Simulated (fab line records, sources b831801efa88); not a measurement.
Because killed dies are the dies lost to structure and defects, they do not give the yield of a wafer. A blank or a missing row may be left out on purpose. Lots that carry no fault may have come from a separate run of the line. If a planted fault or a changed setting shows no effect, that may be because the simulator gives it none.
The tool behind it: which one? | flow sky130 | route of 708 steps, sampled at 1 step: 12 lots, 36 wafers

WHAT THE GAUGES READ, wafer by wafer
SKY_LDD_N_OVL_MEAS_07.
lot  | measured     | on         | LDD_N_OVL (nm)
L075 | day 18 01:40 | overlay-02 | -2.9 -2.4 -1.0
L077 | day 18 19:34 | overlay-02 | -3.6 -1.0 -0.1
L080 | day 20 08:56 | overlay-02 | -0.7 -1.5 -1.1
L081 | day 20 19:07 | overlay-02 | -0.7 -1.2 -0.4
L082 | day 21 01:07 | overlay-01 | -3.2 -3.7 -4.7
L085 | day 21 23:13 | overlay-02 | -0.5 1.4 -0.3
L087 | day 22 15:34 | overlay-01 | 0.8 1.5 1.3
L089 | day 23 03:31 | overlay-01 | -0.3 0.2 -0.2
L091 | day 23 21:29 | overlay-01 | -4.0 -1.6 -4.1
L093 | day 24 17:49 | overlay-01 | -1.6 0.0 -1.9
L095 | day 25 22:22 | overlay-02 | -1.5 -1.5 -2.9
L097 | day 26 00:42 | overlay-02 | -1.2 -1.3 -2.4

WHAT TOOL EACH LOT RAN ON (gives the tool, then ch and the chambers of the sampled wafers, and finally the start)
The record shows no process step preceding these readings.

THE ANSWER, worked out from the rows above alone
Rule: what is usual is taken from the lots themselves. Put in order of their means at a reading, lots are off if they are a third of the lots or fewer, leave a main group of 4 or more, and stand apart from it by a gap of 3 or more times the standard deviation of the main group's means; of several such gaps the widest counts. Not used: any main group whose means are identical at the precision the tables above print for the reading. A lot without any number at a reading at which 4 lots or more have one is off too. The other lots that the step has rows for count as sound.
No lot is off on any of the readings shown, so nothing can be concluded from this.

WHAT HAD BEEN PUT IN BY THE SIMULATOR
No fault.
